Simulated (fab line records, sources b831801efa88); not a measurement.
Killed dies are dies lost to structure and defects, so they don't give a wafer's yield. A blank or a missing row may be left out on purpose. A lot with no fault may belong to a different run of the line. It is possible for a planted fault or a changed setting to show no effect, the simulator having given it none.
Struck lot and sound lot, side by side + flow gf180mcu + 14 out of 602 route steps
Sound: wafers L141.1, L141.4, L141.6. Wafers struck: L143.2, L143.5, L143.6. At the end, the cause is stated.
For every step that has rows: the tool of each side, followed by ch and its chambers, followed by its first start. Under that, the readings that differ: sound wafers + struck wafers + difference of the means + sigmas: that difference in standard deviations of wafers without a fault.
alike: same words and numbers on both sides, and readings whose means sit less than 2 such deviations apart. not compared: any withheld reading, any reading some wafer has no value for, any bound like >300 that may hide the same value, and any number with overlapping values for which the record gives no deviation.
The two part at a step that has a row with sigmas, a row that says differs or no value, or rows on one side only. When numbers do not overlap yet have no deviation, they are printed without sigmas and do not part them. A reading that every wafer of one side lacks parts them only if that side has two wafers or more.

first, 1 step without rows for these wafers: GF_V4_CVD_00 (deposits SiO2, target thk 600 nm, time 100 s).
GF_V4_THK_MEAS_01:
  sound on film-metro-02, day 27 07:03; struck on film-metro-04, day 27 22:58
  alike: V4_CVD_00_THK
GF_V4_CVD_02: deposits SiO2 from TEOS, target thk 850 nm, time 94.851 s.
  sound on pecvd-02 ch 0,1,2, day 27 07:07; struck on pecvd-03 ch 0,2, day 27 23:01
  alike: heater-power-w
GF_V4_THK_MEAS_03:
  sound on film-metro-02, day 27 07:11; struck on film-metro-03, day 27 23:05
  alike: V4_CVD_02_THK
GF_V4_CMP_04: polishes SiO2.
  sound on cmp-01 ch 1,2, day 27 07:14; struck on cmp-01 ch 1,2, day 27 23:11
  alike: motor-current-A, platen-rpm, time-to-endpoint-s
GF_V4_BOW_MEAS_05:
  sound on film-metro-03, day 27 07:32; struck on film-metro-04, day 27 23:28
  alike: V4_BOW
then, 6 steps without rows for these wafers: GF_V4_DEHYDRATE_06 (time 60 s); GF_V4_HMDS_07 (prime time 60 s); GF_V4_COAT_08; GF_V4_COAT_09 (resist thk 1000 nm); GF_V4_SOFTBAKE_10 (time 60 s); GF_V4_EXPOSE_11 (exposes mask Via4, target cd 260 nm).
GF_V4_PEB_12: peb time 90 s.
  sound on litho-track-02 ch 0, day 28 03:20; struck on litho-track-02, day 28 19:01
  no value came back on the struck wafers for chill-plate-temp-C (C), exhaust-pa (Pa), resist-line-temp-C (C); on the sound wafers chill-plate-temp-C (C) reads 23.10 22.97 23.05
then, 1 step without rows for these wafers: GF_V4_DEVELOP_13 (develop time 60 s).

WHERE THEY PART
At GF_V4_PEB_12 and nowhere else, as far as this record goes.

WHY: whatever the simulator had introduced
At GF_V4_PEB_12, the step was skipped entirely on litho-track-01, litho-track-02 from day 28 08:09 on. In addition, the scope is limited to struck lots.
